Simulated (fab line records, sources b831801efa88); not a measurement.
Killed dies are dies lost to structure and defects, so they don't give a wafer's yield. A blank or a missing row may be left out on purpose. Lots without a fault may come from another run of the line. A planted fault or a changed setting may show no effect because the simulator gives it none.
One fault seen from 2 desks | flow sky130 | each desk has only its own numbers; what lay behind them comes last

THE TOOL OWNER'S DESK: rie_diel-03
The tool's own readings at SKY_VIA2_ETCH_14 (etches BARC in N2/H2, stops on SiO2, time 45.9 s, target depth 60 nm): means of the sampled wafers that have a number, for each lot that ran on this tool. A lot is out of limits, marked OUT, if its mean lies more than 4 standard deviations from the usual mean; the brackets give that distance.
Columns: A = bias_w at SKY_VIA2_ETCH_14, usual 99.99 W; B = drypump_motor_current_A at SKY_VIA2_ETCH_14, usual 5.59 A; C = oes_product_au at SKY_VIA2_ETCH_14, usual 0.855 a.u.; D = throttle_valve_pct at SKY_VIA2_ETCH_14, usual 13.225 %
lot  | first seen here | A               | B    | C     | D
L849 | day 36 02:48    | 99.77           | 5.80 | 0.856 | 13.215
L858 | day 39 04:30    | 100.14          | 5.62 | 0.850 | 13.234
L859 | day 39 10:57    | 88.05 (-46) OUT | 5.58 | 0.851 | 13.219
L862 | day 40 08:57    | 88.03 (-46) OUT | 5.87 | 0.850 | 13.217
L871 | day 43 02:45    | 99.82           | 5.97 | 0.852 | 13.235
This desk's finding: out of limits on L859, L862; first on L859, day 39 10:57 (bias_w at SKY_VIA2_ETCH_14). In limits: L849, L858, L871.

THE METROLOGY DESK
What the gauges read, lot by lot, whatever tool the lot ran on: means of the sampled wafers that have a number. A lot is out of limits, marked OUT, if its mean lies more than 4 standard deviations from the usual mean; the brackets give that distance.
Columns: A = CAPM_TIN_THK at SKY_CAPM_THK_MEAS_04, usual 201.5 nm
lot  | first seen here | A
L849 | day 36 04:38    | 204.2
L852 | day 37 09:23    | 202.4
L857 | day 38 20:56    | 202.4
L858 | day 39 06:20    | 202.2
L859 | day 39 12:50    | 200.7
L862 | day 40 10:49    | 197.9
L863 | day 40 23:07    | 201.1
L865 | day 41 15:11    | 198.3
L866 | day 42 04:23    | 202.9
L867 | day 42 05:26    | 204.8
L870 | day 42 18:18    | 198.2
L871 | day 43 04:35    | 200.1
This desk's finding: nothing out of limits on any of the 12 lots.

PUT TOGETHER
The tool owner's desk could have raised an alarm at day 39 10:57, on L859, L862.
The metrology desk saw nothing out of limits.
The metrology desk has L859, L862 on record, within its limits.
Of the lots named, all ran SKY_VIA2_ETCH_14 on rie_diel-03.

WHAT THE SIMULATOR HAD PUT IN
Process parameter drift: rie_diel-03, from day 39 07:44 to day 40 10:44, at SKY_VIA2_ETCH_14. Setting bias_w, moved by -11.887, from 100. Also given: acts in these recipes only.
Lots struck among those shown: L859, L862.
Hours from the fault's start to each desk's first reading out of limits: the tool owner's desk, 3.
